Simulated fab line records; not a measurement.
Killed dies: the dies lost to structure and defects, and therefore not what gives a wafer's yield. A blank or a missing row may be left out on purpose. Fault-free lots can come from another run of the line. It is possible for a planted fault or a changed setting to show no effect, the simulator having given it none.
Which tool is to blame? + flow sky130 + 7 lots (21 wafers sampled), 1 step of a 708-step route

WHAT EACH GAUGE READ, for each wafer
SKY_LOCAL_INTERCONNECT_THK_MEAS_02: measures by xrf.
| lot  | measured     | on            | LOCAL_INTERCONNECT_TIN_THK (nm) |
|------|--------------|---------------|---------------------------------|
| L874 | day 29 16:14 | film-metro-01 | 99.4 98.9 98.7                  |
| L875 | day 30 10:22 | film-metro-01 | 98.2 97.6 97.8                  |
| L880 | day 31 15:42 | film-metro-03 | 99.5 98.2 99.4                  |
| L883 | day 32 14:30 | film-metro-01 | 98.8 99.2 98.2                  |
| L884 | day 32 18:59 | film-metro-03 | 97.5 99.1 98.5                  |
| L892 | day 35 17:08 | film-metro-03 | 97.5 98.6 97.7                  |
| L895 | day 36 22:28 | film-metro-01 | 100.9 97.7 97.7                 |

WHAT TOOL EACH LOT RAN ON (gives the tool, then ch and the chambers of the sampled wafers, and finally the start)
Before these readings, the record contains no process step.

THE ANSWER, worked out from the rows above alone
Rule: the lots themselves supply what counts as usual. Put in order of their means at a reading, lots are off if they are a third of the lots or fewer, leave a main group of 4 or more, and stand apart from it by a gap of 3 or more times the standard deviation of the main group's means; of several such gaps the widest counts. A main group whose means are all the same, to the digits that the tables above print for the reading, isn't used. Also off: a lot with no number at a reading for which 4 or more lots have one. The other lots that the step has rows for count as sound.
Nothing can be told from this: no lot is off at any reading shown.

WHAT THE SIMULATOR PUT IN
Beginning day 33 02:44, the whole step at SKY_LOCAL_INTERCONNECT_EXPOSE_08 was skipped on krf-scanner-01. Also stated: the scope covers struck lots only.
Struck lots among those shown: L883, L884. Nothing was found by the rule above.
